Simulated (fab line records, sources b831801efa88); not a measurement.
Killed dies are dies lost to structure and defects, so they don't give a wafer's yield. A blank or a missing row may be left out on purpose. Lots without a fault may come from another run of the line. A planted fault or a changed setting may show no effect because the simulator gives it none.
Tool commonality check | flow gf180mcu | 14 lots, 42 wafers sampled

WHY IT WAS OPENED
At GF_VT_IMPLANT_RS_MEAS_49 the reading MVPSD_RS is flagged on 2 of 14 lots. Wafers without a fault read 1168 ohm/sq, standard deviation 3.1.
Rule: a lot is flagged when every wafer of it that has a number lies more than 4 standard deviations from that mean, or none has a number. The other lots count as sound.

lot  | measured     | on            | MVPSD_RS (ohm/sq), wafer by wafer | flag
L708 | day 7 15:03  | film_metro-01 | 1173 1171 1171                    |
L709 | day 7 21:32  | film_metro-01 | 1170 1172 1171                    |
L710 | day 8 03:32  | film_metro-03 | 1167 1169 1164                    |
L711 | day 8 10:36  | film_metro-03 | 1174 1172 1170                    |
L712 | day 8 14:22  | film_metro-03 | 1170 1167 1169                    |
L716 | day 9 23:29  | film_metro-01 | 1107 1105 1106                    | FLAGGED
L717 | day 10 07:09 | film_metro-01 | 1105 1105 1105                    | FLAGGED
L724 | day 12 01:40 | film_metro-04 | 1163 1170 1170                    |
L725 | day 12 07:43 | film_metro-03 | 1169 1167 1167                    |
L727 | day 12 21:19 | film_metro-04 | 1167 1166 1167                    |
L728 | day 13 04:53 | film_metro-04 | 1171 1171 1173                    |
L729 | day 13 11:23 | film_metro-03 | 1167 1166 1167                    |
L730 | day 13 17:44 | film_metro-04 | 1172 1171 1172                    |
L731 | day 13 23:35 | film_metro-01 | 1170 1169 1169                    |
The numbers of the flagged lots are 1106 ohm/sq on average: -62 ohm/sq against the usual, or -20 standard deviations.

WHICH TOOL RAN EACH LOT
The record holds 1 process step before the reading, out of a route of 602 steps. In each cell: the tool, then ch and the chambers that the sampled wafers went through, then the start.
lot  | flag    | GF_MVPSD_IMPLANT_09
L708 |         | implanter-04 ch 0, day 5 01:55
L709 |         | implanter-01 ch 0, day 5 07:43
L710 |         | implanter-01 ch 0, day 5 12:26
L711 |         | implanter-01 ch 0, day 5 19:17
L712 |         | implanter-02 ch 0, day 5 23:28
L716 | FLAGGED | implanter-02 ch 0, day 7 03:44
L717 | FLAGGED | implanter-02 ch 0, day 7 10:20
L724 |         | implanter-04 ch 0, day 9 00:56
L725 |         | implanter-04 ch 0, day 9 05:29
L727 |         | implanter-04 ch 0, day 9 18:10
L728 |         | implanter-04 ch 0, day 10 00:50
L729 |         | implanter-02 ch 0, day 10 05:44
L730 |         | implanter-04 ch 0, day 10 12:07
L731 |         | implanter-02 ch 0, day 10 17:55
What these steps do:
- GF_MVPSD_IMPLANT_09
- GF_VT_IMPLANT_RS_MEAS_49: measures by four-point-probe.

FLAGGED OVER TOTAL, TOOL BY TOOL (the gauges that took the reading come last)
step                     | tool          | lots run | flagged | share of the flagged lots | sound lots run after its first flagged lot
GF_MVPSD_IMPLANT_09      | implanter-01  | 3        | 0       | none                      | -
GF_MVPSD_IMPLANT_09      | implanter-02  | 5        | 2       | all                       | 2 (L729,L731)
GF_MVPSD_IMPLANT_09      | implanter-04  | 6        | 0       | none                      | -
GF_VT_IMPLANT_RS_MEAS_49 | film_metro-01 | 5        | 2       | all                       | 1 (L731)
GF_VT_IMPLANT_RS_MEAS_49 | film_metro-03 | 5        | 0       | none                      | -
GF_VT_IMPLANT_RS_MEAS_49 | film_metro-04 | 4        | 0       | none                      | -

WHAT THE TABLE ALLOWS
2 rows of the table ran every flagged lot: implanter-02 at GF_MVPSD_IMPLANT_09, film_metro-01 at GF_VT_IMPLANT_RS_MEAS_49.
- implanter-02 at GF_MVPSD_IMPLANT_09: 2 of its 5 lots flagged. Sound lots ran on it after the first flagged one (L729, L731), which a lasting fault on the whole tool wouldn't allow. Its own readings lie more than 4 standard deviations out on every wafer of the flagged lots: dose_ions_cm2, faraday_current_uA.
- film_metro-01 at GF_VT_IMPLANT_RS_MEAS_49: 2 of its 5 lots flagged. Sound lots ran on it after the first flagged one (L731), which a lasting fault on the whole tool wouldn't allow.
No row of the table ran every flagged lot and no sound lot after the first.

WHAT THE SIMULATOR HAD PUT IN
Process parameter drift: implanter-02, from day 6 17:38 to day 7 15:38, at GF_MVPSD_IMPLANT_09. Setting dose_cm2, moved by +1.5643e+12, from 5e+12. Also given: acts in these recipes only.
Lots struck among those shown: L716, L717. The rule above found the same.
